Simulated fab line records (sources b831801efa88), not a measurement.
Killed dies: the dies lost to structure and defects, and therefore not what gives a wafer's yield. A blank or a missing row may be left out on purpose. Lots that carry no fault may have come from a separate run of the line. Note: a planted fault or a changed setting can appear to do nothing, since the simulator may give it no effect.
8D (eight disciplines) problem report, filled in by code | flow sky130 | the parts of the form that need people (team, actions taken, sign-off) are left out

## 1. THE ISSUE
killed_at_M0_to_M3 at SKY_PAD_OPEN_PROBE_99 reads a mean of 94 on 3 wafers of 3 lots; wafers without a fault read 43 with a standard deviation of 6.4. Measured from the usual mean, that is +7.9 standard deviations.
The first sign was on wafer L954.6 at day 50 22:12, on prober-01. Wafers with a number at this step in the record: 18, from 6 lots. By rule, "out" or "out of limits" means more than 4 standard deviations away from the usual mean. All remaining wafers that have a number are taken as sound.

## 2. WHAT IT IS, WHAT IT ISN'T
question                    | is                                                                                                       | is not
which readings at this step | killed_at_M0_to_M3, defect_limited_yield, killed_dies, sort_bin_3_pad_short, sort_n_pass, sort_yield_pct | killed_at_M4_up, killed_at_contacts, killed_at_front_end, killed_at_other, killed_short, sort_bin_6_memory
which lots                  | L954, L957, L960                                                                                         | L941, L944, L953
which wafers of those lots  | L954.6, L957.4, L960.4                                                                                   | L954.1, L954.5, L957.1, L957.3, L960.1, L960.2
read on which tools         | prober-01, prober-02                                                                                     | -
when                        | from day 50 22:12                                                                                        | up to then (11 sound wafers); but 4 sound wafers of L957, L960 came after

## 3. WHAT RULES OUT EACH SUSPECT
Counting: a tool at a process step up to the reading stays a suspect if it ran every lot that is out. Sound lots after the first of them don't rule it out here, since some wafers of a struck lot are sound.
- rie_diel-03 at SKY_VIA3_ETCH_14 (etches BARC in N2/H2, stops on SiO2, time 45.9 s, target depth 60 nm): kept. It ran every lot that is out, first L954 (day 45 12:01); its last sound lot up to then is L953 (day 45 07:10).
- At SKY_VIA3_ETCH_14, inside rie_diel-03: chamber 0 took the wafers that are out, while their sound lot-mates went through chambers 1, 2, 3.
Left after counting: rie_diel-03 at SKY_VIA3_ETCH_14.

## 4. THE CAUSE (what the simulator had put in)
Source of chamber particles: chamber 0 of rie_diel-03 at SKY_VIA3_ETCH_14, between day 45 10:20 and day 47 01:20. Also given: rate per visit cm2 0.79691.
Only this tool survived the counting.

## 5. THE CHAIN OF EFFECTS, in route order
Each row: a reading where the mean over the struck wafers with a number is more than 3 standard deviations away from the usual. Only readings whose record carries a usual standard deviation are examined. hours: median over the lots of the time between each lot's start at the first step of this table that gives one and its start at this step. sigmas: the change, counted in usual standard deviations.
hours | step                  | reading              | usual  | on struck wafers | change | sigmas
0     | SKY_PAD_OPEN_PROBE_99 | defect_limited_yield | 82.5 % | 73.2             | -9.3   | -4.9
0     | SKY_PAD_OPEN_PROBE_99 | killed_at_M0_to_M3   | 43     | 94               | +51    | +7.9
0     | SKY_PAD_OPEN_PROBE_99 | killed_dies          | 86     | 132              | +46    | +5.0
0     | SKY_PAD_OPEN_PROBE_99 | sort_bin_3_pad_short | 0.8 %  | 3.0              | +2.2   | +5.7
0     | SKY_PAD_OPEN_PROBE_99 | sort_bin_5_function  | 10.3 % | 16.9             | +6.6   | +4.7
0     | SKY_PAD_OPEN_PROBE_99 | sort_n_pass          | 406    | 360              | -46    | -5.0
0     | SKY_PAD_OPEN_PROBE_99 | sort_yield_pct       | 82.5 % | 73.2             | -9.3   | -4.9
Here are the process steps it includes:
- SKY_PAD_OPEN_PROBE_99

## 6. HOW IT WOULD HAVE BEEN CAUGHT EARLIER
First out-of-limits reading in this record: day 50 22:12, which is 132 hours after fault onset at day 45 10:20.
No tool reading at SKY_VIA3_ETCH_14 that has a usual standard deviation in the record was out on any struck wafer, so an alarm limit of 4 standard deviations on those readings would not have fired.
By day 50 22:12 the whole set of lots that are out, 3 in number, had already begun SKY_VIA3_ETCH_14 on rie_diel-03. A hold on the tool at that time would have spared none of them.
